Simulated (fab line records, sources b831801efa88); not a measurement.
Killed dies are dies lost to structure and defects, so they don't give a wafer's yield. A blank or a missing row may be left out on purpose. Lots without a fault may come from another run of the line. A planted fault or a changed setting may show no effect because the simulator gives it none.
A struck lot beside a sound one | flow gf180mcu | 15 steps out of a route of 602
Sound: wafers L646.3, L646.4, L646.6. Struck: wafers L660.2, L660.4, L660.5. The cause comes at the end.
At each step with rows: each side's tool, then ch and its chambers, then its first start. Under that, the readings that differ: sound wafers | struck wafers | difference of the means | sigmas: that difference in standard deviations of wafers without a fault.
alike: readings whose means differ by less than 2 such deviations, and words and numbers that are the same on both sides. not compared: withheld readings, readings that some wafer has no value for, bounds like >300 that may hide the same value, and numbers for which the record gives no deviation and whose values overlap.
The two part at a step that has a row with sigmas, a row that says differs or no value, or rows on one side only. Numbers that don't overlap but have no deviation are shown without sigmas and don't part them. A reading that every wafer of one side lacks parts them only if that side has two wafers or more.

GF_CONTACT_CMP_27: polishes, stops on SiO2, t overpolish 15 s, target thk 0 nm.
  sound on cmp-02 ch 0,1,2, day 16 13:25; struck on cmp-01 ch 0,1,3, day 22 00:39
  alike: motor_current_A, overpolish_run_s, retaining_ring_pressure_frac, slurry_flow_ml_min, time_to_endpoint_s
GF_M1_SPUTTER_00: material Ti, target thk 37.5 nm, time 150 s.
  sound on pvd_sputter-02, day 16 13:43; struck on pvd_sputter-04, day 22 00:57
  alike: throttle_valve_pct
GF_M1_SPUTTER_01: material TiN, target thk 30 nm, time 25 s.
  sound on pvd_sputter-02, day 16 13:49; struck on pvd_sputter-04, day 22 01:03
  alike: throttle_valve_pct
then, 1 step without rows for these wafers: GF_M1_SPUTTER_02 (material AlCu, target thk 450 nm, time 23.9 s).
GF_M1_SPUTTER_03: material Ti, target thk 10 nm, time 6.7 s.
  sound on pvd_sputter-02, day 16 13:53; struck on pvd_sputter-04, day 22 01:07
  alike: throttle_valve_pct
GF_M1_SPUTTER_04: material TiN, target thk 50 nm, time 41.7 s.
  sound on pvd_sputter-02, day 16 13:54; struck on pvd_sputter-04, day 22 01:08
  alike: throttle_valve_pct
GF_M1_RS_MEAS_05: measures by four-point-probe.
  sound on film_metro-02, day 16 13:59; struck on film_metro-04, day 22 01:11
  alike: M1_ALCU_RS
GF_M1_THK_MEAS_06: measures by xrf.
  sound on film_metro-02, day 16 14:05; struck on film_metro-04, day 22 01:18
  alike: M1_ALCU_THK
then, 4 steps without rows for these wafers: GF_M1_DEHYDRATE_07 (time 60 s); GF_M1_HMDS_08 (prime time 60 s); GF_M1_COAT_09 (resist thk 1000 nm); GF_M1_SOFTBAKE_10 (time 60 s).
GF_M1_EXPOSE_11: exposes mask Metal1, target cd 230 nm.
  sound on krf_scanner-01 ch 0, day 17 00:58; struck on krf_scanner-01 ch 0, day 22 12:44
  reading              | sound             | struck            | difference | sigmas
  exposure_dose_mJ_cm2 | 28.35 28.31 28.32 | 28.73 28.75 28.69 | +0.40      | +2
  alike: mask, focus_offset_nm
then, 1 step without rows for these wafers: GF_M1_PEB_12 (peb time 90 s).
-- the record jumps here: 11 days lie between the struck wafers' starts before and after (it left off in module M1 and takes up again in module PASSIVATION, whose first step shown is number 602 of the route) --
GF_PASSIVATION_PROBE_99:
  the record has rows for the struck wafers here (prober-01, day 33 11:56) and none for the sound ones

WHERE THEY PART
First at GF_M1_EXPOSE_11; last, within this record, at GF_PASSIVATION_PROBE_99.

WHY: what the simulator had put in
Process parameter drift: krf_scanner-01, from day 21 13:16 on, at GF_M1_EXPOSE_11. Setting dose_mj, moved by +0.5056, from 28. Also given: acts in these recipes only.
